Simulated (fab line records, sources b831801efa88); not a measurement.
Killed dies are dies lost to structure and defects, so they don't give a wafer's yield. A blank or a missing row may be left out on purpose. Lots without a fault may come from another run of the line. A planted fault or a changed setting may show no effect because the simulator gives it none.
Which tool did it? | flow sky130 | 13 lots, 39 wafers sampled, at 4 steps of a route of 708

WHAT THE GAUGES READ, wafer by wafer
SKY_PAD_OPEN_BOW_MEAS_13. Usual: PAD_OPEN_BOW 47 um, standard deviation 8.7.
lot  | measured     | on            | PAD_OPEN_BOW (um) | flag
L160 | day 45 12:28 | film_metro-02 | 63 64 61          |
L164 | day 47 03:39 | film_metro-01 | 47 46 50          |
L162 | day 47 04:01 | film_metro-01 | 51 53 35          |
L165 | day 47 05:37 | film_metro-02 | 61 51 71          |
L166 | day 47 07:27 | film_metro-04 | 51 58 52          |
L167 | day 47 13:46 | film_metro-01 | 55 50 57          |
L168 | day 47 14:13 | film_metro-01 | 38 47 42          |
L170 | day 48 07:28 | film_metro-01 | 48 50 45          |
L171 | day 48 14:41 | film_metro-04 | 62 51 48          |
L172 | day 48 22:19 | film_metro-01 | 51 50 47          |
L179 | day 50 06:56 | film_metro-01 | 37 49 49          |
L180 | day 50 13:16 | film_metro-04 | 44 37 35          |
L182 | day 50 15:38 | film_metro-04 | 43 38 43          |

WHICH TOOL RAN EACH LOT (tool, then ch and the chambers of the sampled wafers, then the start)
lot  | SKY_CONTACT_STRIP_20            | SKY_VIA4_CMP_21               | SKY_METAL5_SPUTTER_03
L160 | wet_bench-02 ch 3, day 31 05:08 | cmp-01 ch 1,2,3, day 42 13:07 | pvd_sputter-03, day 42 13:31
L164 | wet_bench-04 ch 0, day 33 10:59 | cmp-02 ch 1,3, day 44 09:28   | pvd_sputter-04, day 44 09:52
L162 | wet_bench-02 ch 1, day 33 11:44 | cmp-01 ch 2,3, day 44 09:36   | pvd_sputter-02, day 44 10:00
L165 | wet_bench-03 ch 2, day 33 11:55 | cmp-01 ch 0,1,3, day 44 11:19 | pvd_sputter-04, day 44 11:43
L166 | wet_bench-03 ch 3, day 33 17:01 | cmp-01 ch 0,1,2, day 44 12:47 | pvd_sputter-04, day 44 13:11
L167 | wet_bench-04 ch 0, day 33 22:56 | cmp-01 ch 1,2, day 44 18:49   | pvd_sputter-02, day 44 19:13
L168 | wet_bench-04 ch 0, day 33 23:49 | cmp-01 ch 0,1, day 44 20:07   | pvd_sputter-04, day 44 20:31
L170 | wet_bench-03 ch 1, day 34 21:25 | cmp-02 ch 0,1,2, day 45 14:30 | pvd_sputter-04, day 45 14:51
L171 | wet_bench-03 ch 2, day 35 10:14 | cmp-02 ch 0,1, day 46 00:47   | pvd_sputter-04, day 46 01:08
L172 | wet_bench-02 ch 3, day 35 22:38 | cmp-01 ch 0,1,3, day 46 08:06 | pvd_sputter-03, day 46 08:24
L179 | wet_bench-03 ch 3, day 37 21:50 | cmp-02 ch 1,2,3, day 47 22:51 | pvd_sputter-02, day 47 23:15
L180 | wet_bench-03 ch 3, day 38 06:43 | cmp-02 ch 1,2, day 48 05:08   | pvd_sputter-03, day 48 05:29
L182 | wet_bench-02 ch 0, day 38 11:32 | cmp-02 ch 0,2,3, day 48 08:23 | pvd_sputter-03, day 48 08:46
- SKY_CONTACT_STRIP_20: strips in post etch residue remover, time 1200 s.
- SKY_VIA4_CMP_21: polishes, stops on SiO2, t overpolish 25 s, target thk 0 nm.
- SKY_METAL5_SPUTTER_03: material Ti, target thk 5 nm, time 3.3 s.

WHAT THE TOOLS THEMSELVES READ (means of the sampled wafers that have a number; where no wafer has one, the mark that the record gives instead)
SKY_CONTACT_STRIP_20. Usual: temp_c 72.49 C, standard deviation 0.11.
lot  | tool         | temp_c (C) | flag
L160 | wet_bench-02 | 72.47      |
L164 | wet_bench-04 | 72.39      |
L162 | wet_bench-02 | 72.44      |
L165 | wet_bench-03 | 72.39      |
L166 | wet_bench-03 | 72.39      |
L167 | wet_bench-04 | 72.49      |
L168 | wet_bench-04 | 72.42      |
L170 | wet_bench-03 | 72.47      |
L171 | wet_bench-03 | 72.41      |
L172 | wet_bench-02 | 72.66      |
L179 | wet_bench-03 | 72.54      |
L180 | wet_bench-03 | 72.41      |
L182 | wet_bench-02 | 72.58      |

SKY_VIA4_CMP_21. Usual: motor_current_A 10.8 A, standard deviation 0.98; overpolish_run_s 24.999 s, standard deviation 0.0093; time_to_endpoint_s 123 s, standard deviation 3.8.
lot  | tool   | motor_current_A (A) | overpolish_run_s (s) | time_to_endpoint_s (s) | flag
L160 | cmp-01 | 10.9                | 25.004               | 120                    |
L164 | cmp-02 | 10.5                | 25.005               | 129                    |
L162 | cmp-01 | 10.2                | 25.006               | 125                    |
L165 | cmp-01 | 10.8                | 24.995               | 125                    |
L166 | cmp-01 | 10.7                | 24.993               | 125                    |
L167 | cmp-01 | 11.4                | 25.002               | 124                    |
L168 | cmp-01 | 10.6                | 24.997               | 125                    |
L170 | cmp-02 | 11.3                | 25.000               | 118                    |
L171 | cmp-02 | 12.1                | 24.992               | 121                    |
L172 | cmp-01 | 11.0                | 24.999               | 126                    |
L179 | cmp-02 | 11.1                | 24.995               | 119                    |
L180 | cmp-02 | 11.1                | 25.005               | 119                    |
L182 | cmp-02 | 10.9                | 24.998               | 125                    |

SKY_METAL5_SPUTTER_03. Usual: cathode_dc_power_W 3000.1 W, standard deviation 0.59; throttle_valve_pct 30.1 %, standard deviation 1.3.
lot  | tool           | cathode_dc_power_W (W) | throttle_valve_pct (%) | flag
L160 | pvd_sputter-03 | 3000.7                 | 29.3                   |
L164 | pvd_sputter-04 | 2999.8                 | 31.1                   |
L162 | pvd_sputter-02 | 3000.0                 | 29.3                   |
L165 | pvd_sputter-04 | 3000.4                 | 30.8                   |
L166 | pvd_sputter-04 | 3000.4                 | 30.4                   |
L167 | pvd_sputter-02 | 2999.8                 | 29.8                   |
L168 | pvd_sputter-04 | 3000.4                 | 30.4                   |
L170 | pvd_sputter-04 | 2999.9                 | 30.2                   |
L171 | pvd_sputter-04 | 3000.6                 | 29.4                   |
L172 | pvd_sputter-03 | 3000.2                 | 29.8                   |
L179 | pvd_sputter-02 | 2999.9                 | 29.8                   |
L180 | pvd_sputter-03 | 2999.8                 | 30.0                   |
L182 | pvd_sputter-03 | 2999.8                 | 30.0                   |

THE ANSWER, worked out from the rows above alone
Rule: a lot is off if the mean of its wafers that have a number lies more than 3 standard deviations from the usual mean. A lot without any number at a reading at which 4 lots or more have one is off too. The other lots that the step has rows for count as sound. The gauges are gone through in route order, then the tools' own readings, and for those a lot's mean is taken as printed above. The first step at which some lot is off is used, and at that step the reading that is off furthest; a lot without a number counts as furthest.
No lot is off at any reading shown: from this, nothing can be told.

WHAT THE SIMULATOR HAD PUT IN
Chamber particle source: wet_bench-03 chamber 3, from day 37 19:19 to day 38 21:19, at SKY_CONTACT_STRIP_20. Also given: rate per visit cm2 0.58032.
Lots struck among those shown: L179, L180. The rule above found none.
